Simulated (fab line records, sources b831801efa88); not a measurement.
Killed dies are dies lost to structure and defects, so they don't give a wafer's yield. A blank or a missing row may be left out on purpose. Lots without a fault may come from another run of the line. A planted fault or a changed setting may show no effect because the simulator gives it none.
Which tool did it? | flow gf180mcu | 7 lots, 21 wafers sampled, at 1 step of a route of 602

WHAT THE GAUGES READ, wafer by wafer
GF_STI_BOW_MEAS_00.
lot  | measured    | on            | INCOMING_BOW (um)
L336 | day 1 15:00 | film_metro-01 | -7 -6 -7
L338 | day 2 01:04 | film_metro-02 | -4 4 1
L341 | day 2 16:02 | film_metro-01 | 4 -2 -1
L345 | day 3 12:00 | film_metro-04 | -7 0 1
L350 | day 4 13:01 | film_metro-01 | -11 13 -11
L356 | day 5 19:00 | film_metro-01 | -5 -1 1
L358 | day 6 05:00 | film_metro-04 | 3 -3 2

WHICH TOOL RAN EACH LOT (tool, then ch and the chambers of the sampled wafers, then the start)
The record holds no process step before these readings.

THE ANSWER, worked out from the rows above alone
Rule: what is usual is taken from the lots themselves. Put in order of their means at a reading, lots are off if they are a third of the lots or fewer, leave a main group of 4 or more, and stand apart from it by a gap of 3 or more times the standard deviation of the main group's means; of several such gaps the widest counts. A main group whose means are all the same, to the digits that the tables above print for the reading, isn't used. A lot without any number at a reading at which 4 lots or more have one is off too. The other lots that the step has rows for count as sound.
No lot is off at any reading shown: from this, nothing can be told.

WHAT THE SIMULATOR HAD PUT IN
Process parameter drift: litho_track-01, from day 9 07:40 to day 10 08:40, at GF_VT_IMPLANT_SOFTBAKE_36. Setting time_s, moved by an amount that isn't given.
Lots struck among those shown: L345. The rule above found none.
